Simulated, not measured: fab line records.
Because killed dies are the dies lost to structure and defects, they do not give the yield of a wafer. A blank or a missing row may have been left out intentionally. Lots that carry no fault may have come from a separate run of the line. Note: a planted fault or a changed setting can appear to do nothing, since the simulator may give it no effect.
fab line records    flow sky130
record: lots: 6  wafers: 18  last_day: 50
route steps=708 shown LDD_HVP@288 LDD_LDN@289
lots with no fault: from the same line, run without faults
start_h: hours from the record's opening day to when the first of the lot's shown wafers began    wait_h: time in hours since the lot's previous step    " identical to the entry in the row above    L1.1+2: one row covering several wafers at once    - no value present, or no start provided    * or withheld: withheld    < > ~ a bound
route shown NAME@n: names a module that has steps shown in the file, with the first one's number in the route    usual: the fault-free wafers' mean and standard deviation    same: alike in all rows    chamber/n: place in a boat    sites: the reading at each site    _std_site: how widely they spread, as a standard deviation    _edge_site: mean of outer sites minus mean of inner sites    radius_mm: how far each site lies from the wafer's centre    mask NAME#n: copy n    behind: tool/chamber where the wafer was last shaped    hold: what put the lot on hold/how long, in hours/how the hold closed    device: the n, p or np transistor that did not switch    end of line: the route-end tests of the same wafers    step lacking rows: just its recipe    killed: dies that structure and defects cost at the first sort, which is not the same as the wafer's yield    map: dies across one wafer; x = killed, . = not, _ = none there
set.NAME: the setting the step ran with; set.NAME@STEP: the setting that earlier step ran with    model.NAME: the simulator's own value behind a step, which no gauge read
a table for each step, a row for each wafer; lots at some steps of the route
services: when a tool's chamber went out of use (start_h, in hours from the record's first day, below 0 if earlier), for how many hours, and the reason
== steps ==
step: SKY_LDD_HVP_TW_MEAS_10
usual: LDD_HVP_TW: 457.6/2.1
lot.wafer  tool           chamber  start_h  wait_h  LDD_HVP_TW
L992.2     film_metro-03  -        606.39   0.1     460.1
L992.3     "              -        "        "       457.1
L992.5     "              -        "        "       458.8
L993.1     film_metro-02  -        618.59   0.1     456.8
L993.2     "              -        "        "       459.0
L993.4     "              -        "        "       457.1
L995.1     film_metro-03  -        625.38   0.1     459.0
L995.4     "              -        "        "       456.6
L995.5     "              -        "        "       455.1
L997.2     film_metro-04  -        641.95   0.1     456.4
L997.3     "              -        "        "       455.5
L997.4     "              -        "        "       453.8
L998.1     film_metro-04  -        649.88   0.1     456.3
L998.3     "              -        "        "       456.9
L998.5     "              -        "        "       457.0
L102.2     film_metro-04  -        683.99   0.1     457.2
L102.5     "              -        "        "       456.8
L102.6     "              -        "        "       456.7
step: SKY_LDD_LDN_DEHYDRATE_00
recipe: temp_c: 200  time_s: 60
step: SKY_LDD_LDN_HMDS_01
recipe: prime_time_s: 60  prime_temp_c: 120
step: SKY_LDD_LDN_COAT_02
recipe: resist: NOVOLAK  spin_rpm: 3000  resist_thk_nm: 1140
step: SKY_LDD_LDN_SOFTBAKE_03
recipe: temp_c: 90  time_s: 60  resist: NOVOLAK
step: SKY_LDD_LDN_EXPOSE_04
recipe: mask_id: LDNTM  na: 0.6  source_shape: conventional  sigma_outer: 0.6  polarization: unpolarized  target_cd_nm: 700  dose_mj: 140
step: SKY_LDD_LDN_PEB_05
recipe: temp_c: withheld  time_s: *  resist: NOVOLAK
step: SKY_LDD_LDN_DEVELOP_06
recipe: resist: NOVOLAK  developer: TMAH  develop_time_s: 60  dev_temp_c: 23
step: SKY_LDD_LDN_OVL_MEAS_07
usual: LDD_LDN_OVL: -0.1/1.2
lot.wafer  tool        chamber  start_h  wait_h  LDD_LDN_OVL[nm]
L992.2     overlay-02  -        634.51   0.1     -1.5
L992.3     "           -        "        "       0.3
L992.5     "           -        "        "       0.4
L993.1     overlay-01  -        647.54   0.1     3.1
L993.2     "           -        "        "       1.3
L993.4     "           -        "        "       0.6
L995.1     overlay-02  -        654.94   0.1     -1.5
L995.4     "           -        "        "       -2.1
L995.5     "           -        "        "       -2.2
L997.2     overlay-01  -        671.39   0.1     0.1
L997.3     "           -        "        "       -0.5
L997.4     "           -        "        "       1.0
L998.1     overlay-02  -        678.94   0.1     -0.9
L998.3     "           -        "        "       -1.2
L998.5     "           -        "        "       -0.1
L102.2     overlay-01  -        712.21   0.1     -1.0
L102.5     "           -        "        "       -1.1
L102.6     "           -        "        "       0.7
step: SKY_LDD_LDN_IMPLANT_08
recipe: species: As  energy_kev: 15  dose_cm2: 1.25e+13  tilt_deg: withheld  rotation_deg: 23
step: SKY_LDD_LDN_IMPLANT_09
recipe: species: As  energy_kev: 15  dose_cm2: 1.25e+13  tilt_deg: withheld  rotation_deg: 113
step: SKY_LDD_LDN_IMPLANT_10
recipe: species: As  energy_kev: 15  dose_cm2: 1.25e+13  tilt_deg: withheld  rotation_deg: 203
step: SKY_LDD_LDN_IMPLANT_11
recipe: species: As  energy_kev: 15  dose_cm2: 1.25e+13  tilt_deg: withheld  rotation_deg: 293
usual: beam_energy_keV: 15.000/0.0045  beam_on_s: 10.00/0.18
lot.wafer  tool          chamber  start_h  wait_h  beam_energy_keV  beam_on_s
L992.2     implanter-01  -        635.01   0.1     -                -
L992.3     "             -        "        "       -                -
L992.5     "             -        "        "       -                -
L993.1     implanter-01  -        648.03   0.1     -                -
L993.2     "             -        "        "       -                -
L993.4     "             -        "        "       -                -
L995.1     implanter-01  0        655.43   0.1     15.000           10.08
L995.4     "             0        "        "       14.996           10.24
L995.5     "             0        "        "       14.994           10.48
L997.2     implanter-02  0        671.89   0.1     15.002           9.97
L997.3     "             0        "        "       15.000           9.81
L997.4     "             0        "        "       14.999           9.93
L998.1     implanter-03  0        679.43   0.1     14.997           9.97
L998.3     "             0        "        "       14.998           10.31
L998.5     "             0        "        "       14.999           9.82
L102.2     implanter-01  0        712.71   0.1     15.003           9.88
L102.5     "             0        "        "       14.998           9.87
L102.6     "             0        "        "       14.994           9.90
step: SKY_LDD_LDN_STRIP_12
recipe: chemistry: O2/N2  power_w: 1400  pressure_mtorr: 1500  platen_temp_c: withheld  o2_flow_sccm: 3000  n2_flow_sccm: 300  overash_fraction: 0.5
usual: drypump_motor_current_A: 5.6/0.48  oes_product_au: 0.715/0.0043  strip_time_to_endpoint_s: 14.17/0.041
lot.wafer  tool             chamber  start_h  wait_h  drypump_motor_current_A  oes_product_au  rf_hours_counter_h  strip_time_to_endpoint_s
L992.2     plasma_asher-02  1        635.14   0.1     5.8                      0.719           82                  14.19
L992.3     "                0        "        "       6.1                      0.719           -                   14.20
L992.5     "                1        "        "       5.8                      0.713           -                   14.20
L993.1     plasma_asher-02  0        648.18   0.1     6.1                      0.719           83                  14.13
L993.2     "                1        "        "       5.8                      0.712           83                  14.16
L993.4     "                0        "        "       6.1                      0.720           -                   14.09
L995.1     plasma_asher-01  0        655.58   0.1     5.9                      0.720           99                  14.17
L995.4     "                0        "        "       5.9                      0.714           -                   14.19
L995.5     "                0        "        "       5.9                      0.720           -                   14.18
L997.2     plasma_asher-04  1        672.02   0.1     5.3                      0.714           54                  14.12
L997.3     "                1        "        "       5.3                      0.721           -                   14.17
L997.4     "                0        "        "       5.5                      0.714           -                   14.20
L998.1     plasma_asher-01  0        679.58   0.1     5.9                      0.714           101                 14.18
L998.3     "                1        "        "       4.7                      0.718           -                   14.18
L998.5     "                1        "        "       4.8                      0.714           -                   14.23
L102.2     plasma_asher-01  0        712.84   0.1     5.9                      0.719           104                 14.21
L102.5     "                1        "        "       4.7                      0.708           -                   14.22
L102.6     "                0        "        "       5.9                      0.714           -                   14.21
step: SKY_LDD_LDN_TW_MEAS_13
usual: LDD_LDN_TW: 1481/7.8
lot.wafer  tool           chamber  start_h  wait_h  hold                      LDD_LDN_TW
L992.2     film_metro-01  -        635.25   0.1     await_dispo/0.2h/release  1359
L992.3     "              -        "        "       await_dispo/0.2h/release  1354
L992.5     "              -        "        "       await_dispo/0.2h/release  1358
L992.2     film_metro-01  -        635.47   0.2     -                         1357
L992.3     "              -        "        "       -                         1358
L992.5     "              -        "        "       -                         1353
L993.1     film_metro-04  -        648.28   0.1     await_dispo/0.2h/release  1367
L993.2     "              -        "        "       await_dispo/0.2h/release  1358
L993.4     "              -        "        "       await_dispo/0.2h/release  1361
L993.1     film_metro-04  -        648.50   0.2     -                         1360
L993.2     "              -        "        "       -                         1351
L993.4     "              -        "        "       -                         1360
L995.1     film_metro-04  -        655.68   0.1     -                         1477
L995.4     "              -        "        "       -                         1477
L995.5     "              -        "        "       -                         1487
L997.2     film_metro-01  -        672.13   0.1     -                         1482
L997.3     "              -        "        "       -                         1474
L997.4     "              -        "        "       -                         1479
L998.1     film_metro-03  -        679.68   0.1     -                         1482
L998.3     "              -        "        "       -                         1482
L998.5     "              -        "        "       -                         1493
L102.2     film_metro-03  -        712.95   0.1     -                         1488
L102.5     "              -        "        "       -                         1490
L102.6     "              -        "        "       -                         1485
== services ==
tool             chamber  start_h  hours  kind
plasma_asher-04  -        630.79   3.5    repair
implanter-03     -        649.47   4.6    pm
plasma_asher-04  -        653.67   2.8    pm
implanter-02     -        682.51   5.3    repair
implanter-01     -        693.51   4.3    pm
== key ==
first_sign: step: SKY_LDD_LDN_IMPLANT_11  reading: tool_record  direction: missing
effect: step: SKY_LDD_LDN_TW_MEAS_13  reading: visit  direction: added
effect: step: SKY_LDD_LDN_TW_MEAS_13  reading: LDD_LDN_TW  direction: down  sigmas: 16  usual: 1481  struck: 1359
met_at SKY_LDD_LDN_IMPLANT_11
struck_wafers L992.2,L992.3,L992.5,L993.1,L993.2,L993.4
later_rows_left_out L992.2,L992.3,L992.5,L993.1,L993.2,L993.4
sort_left_out L992.2,L992.3,L992.5,L993.1,L993.2,L993.4
tester_left_out L992,L993
fault: kind: skipped_step_whole  tool: implanter-01  chamber: -  onset_h: 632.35  steps: SKY_LDD_LDN_IMPLANT_11  scope: struck_lots_only
tester_left_out: of these lots the tester's yield and bins aren't shown, on N5 and GAA mostly nor the transistor test; their killed dies are dies lost to structure and defects alone, not to doping, threshold or leakage, so they don't give the yield
sort_left_out: the simulated sort isn't trusted on such a fault, so these wafers' sort isn't shown, and their yield isn't known
later_rows_left_out: the simulator's readings of these wafers behind a module that went badly wrong aren't trusted and aren't shown, but for the sort
